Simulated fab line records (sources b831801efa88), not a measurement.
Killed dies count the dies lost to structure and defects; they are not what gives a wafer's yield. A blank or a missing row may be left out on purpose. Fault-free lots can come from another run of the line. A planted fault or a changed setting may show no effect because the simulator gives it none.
2 desks looking at one fault | flow sky130 | what lay behind the numbers comes last; until then each desk has only its own

== METROLOGY DESK ==
Lot by lot, what the gauges showed, no matter which tool ran the lot: averages of those sampled wafers that carry a number. The brackets show how far a lot's mean lies from the usual mean; more than 4 standard deviations puts the lot out of limits, marked OUT.
Columns: A = VT_ADJUST_LVTN_01_OVL at SKY_VT_ADJUST_LVTN_OVL_MEAS_18, usual 1.1 nm; B = VT_ADJUST_LVTN_2_TW at SKY_VT_ADJUST_LVTN_TW_MEAS_21, usual 188.2; C = SONOS_ONO_OXIDATION_THK at SKY_SONOS_ONO_THK_MEAS_01, usual 2.58 nm
lot  | first seen here | A    | B     | C
L875 | day 8 04:20     | 1.8  | 189.1 | 2.68
L876 | day 8 13:16     | -1.8 | 186.7 | 2.60
L877 | day 8 21:13     | 1.2  | 189.6 | 2.63
L878 | day 8 23:52     | 2.6  | 189.0 | 2.51
L879 | day 9 06:28     | 2.4  | 188.1 | 2.62
L880 | day 9 15:34     | 1.4  | 189.3 | 2.55
L881 | day 9 19:04     | 1.1  | 188.3 | 2.53
L882 | day 10 05:43    | 1.6  | 187.5 | 2.46
L885 | day 11 02:43    | 3.4  | 188.0 | 2.52
L886 | day 11 05:44    | 1.1  | 189.0 | 2.56
L890 | day 12 08:10    | 3.1  | 189.8 | 2.54
L891 | day 12 16:16    | 1.3  | 187.2 | 2.59
L892 | day 13 04:07    | 0.5  | 187.4 | 2.53
L895 | day 14 03:29    | 1.4  | 188.3 | 2.62
This desk's verdict: no lot among the 14 shows anything out of limits.

== TOOL OWNER'S DESK, litho track-03 ==
The tool's own readings at SKY_POLY_GATE_COAT_08 (resist thk 450 nm): means of the sampled wafers that have a number, for each lot that ran on this tool. The brackets show how far a lot's mean lies from the usual mean; more than 4 standard deviations puts the lot out of limits, marked OUT.
Columns: A = spin speed rpm at SKY_POLY_GATE_COAT_08, usual 2999.9 rpm
lot  | first seen here | A
L875 | day 16 06:00    | 3000.1
L877 | day 17 05:00    | 2998.8
L882 | day 19 00:00    | 2996.4
L886 | day 20 12:00    | 3001.1
L891 | day 22 00:00    | 2943.9 (-31) OUT
L892 | day 22 16:00    | 2944.7 (-31) OUT
This desk's finding: out of limits on L891, L892; first on L891, day 22 00:00 (spin speed rpm at SKY_POLY_GATE_COAT_08). L875, L877, L882, L886 stayed within limits.

== TAKEN TOGETHER ==
The tool owner's desk could have raised an alarm at day 22 00:00, on L891, L892.
Nothing out of limits was seen by the metrology desk.
The metrology desk has L891, L892 on record, within its limits.
SKY_POLY_GATE_COAT_08 was run on litho track-03 by each of the lots named.

== WHAT THE SIMULATOR PUT IN ==
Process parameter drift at SKY_POLY_GATE_COAT_08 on litho track-03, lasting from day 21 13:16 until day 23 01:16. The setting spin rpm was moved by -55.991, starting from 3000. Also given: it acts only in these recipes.
Struck lots among those shown: L891, L892.
Delay in hours, fault start to first out-of-limits reading, by desk: the tool owner's desk at 11.
